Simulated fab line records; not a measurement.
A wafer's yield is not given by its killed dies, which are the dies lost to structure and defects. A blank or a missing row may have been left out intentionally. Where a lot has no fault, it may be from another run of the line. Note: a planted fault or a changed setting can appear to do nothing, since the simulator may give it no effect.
Code-filled problem report in 8D (eight disciplines) form :: flow gf180mcu :: the parts of the form that need people (team, actions taken, sign-off) are left out

## 1. PROBLEM STATEMENT
Wafers without a fault read 900.01 C, standard deviation 0.071; tube center temp C at GF_DUAL_GATE_OXIDATION_02 reads a mean of 898.11 C on 9 wafers belonging to 3 lots. That is -27 standard deviations from the usual mean.
The step: stabilise 600 s, purge 300 s, target thk 10.887 nm.
First observed at day 11 11:59: wafer L715.3, on furnace-01. The record has a number at this step for 42 wafers belonging to 14 lots. By rule, "out" or "out of limits" means more than 4 standard deviations away from the usual mean. All remaining wafers that have a number are taken as sound.

## 2. WHAT IT IS, AND WHAT IT ISN'T
question: which readings at this step
is: tube center temp C
is not: zone power bottom pct, zone power lower pct

question: which lots
is: L715, L716, L717
is not: L703, L704, L705, L706, L708, L709, L710, L712, L713, L714, L725

question: which wafers of those lots
is: all that have a number
is not: -

question: read on which tools
is: furnace-01
is not: furnace-02

question: when
is: from day 11 11:59
is not: up to then (30 sound wafers); but 3 sound wafers of L725 came after

## 3. THE SUSPECTS, EACH WITH WHAT RULES IT OUT
Counting: a tool stays on the suspect list if, at a process step up to the reading, it processed all lots that are out and no sound lot following the first of them.
- furnace-01 at GF_DUAL_GATE_OXIDATION_02 (stabilise 600 s, purge 300 s, target thk 10.887 nm): ruled out as a lasting fault. After its first lot that is out, L715 (day 11 11:59), sound lots L725 ran on it.
Left after counting: nothing in the record.

## 4. THE CAUSE (what the simulator had put in)
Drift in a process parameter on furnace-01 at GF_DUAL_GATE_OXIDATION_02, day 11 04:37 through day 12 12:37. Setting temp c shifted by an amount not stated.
Counting ruled it out, wrongly.

## 5. SEQUENCE OF EFFECTS, ordered by route
Each row: a reading whose mean over the struck wafers that have a number lies more than 3 standard deviations from the usual. Readings are gone through only where the record gives a usual standard deviation; hours: the median, over the lots, of the time from a lot's start at the first step in this table giving one to that lot's start at this step; sigmas: the change measured in usual standard deviations.
hours: 0
step: GF_DUAL_GATE_OXIDATION_02
reading: tube center temp C
usual: 900.01 C
on struck wafers: 898.11
change: -1.90
sigmas: -27

hours: 0
step: GF_DUAL_GATE_OXIDATION_02
reading: tube_center_temp_C_max
usual: 902.3
on struck wafers: 900.6
change: -1.7
sigmas: -4.7
Process steps it contains:
- GF_DUAL_GATE_OXIDATION_02: stabilise 600 s, purge 300 s, target thk 10.887 nm.
Later steps that measure or inspect, where all struck wafers having a row at the step show a number for every such reading and not one has moved that far: GF_SALICIDE_THK_MEAS_05.

## 6. WHAT WOULD HAVE CAUGHT IT SOONER
7 hours passed between the start of the fault at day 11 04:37 and the first reading out of limits in this record, taken at day 11 11:59.
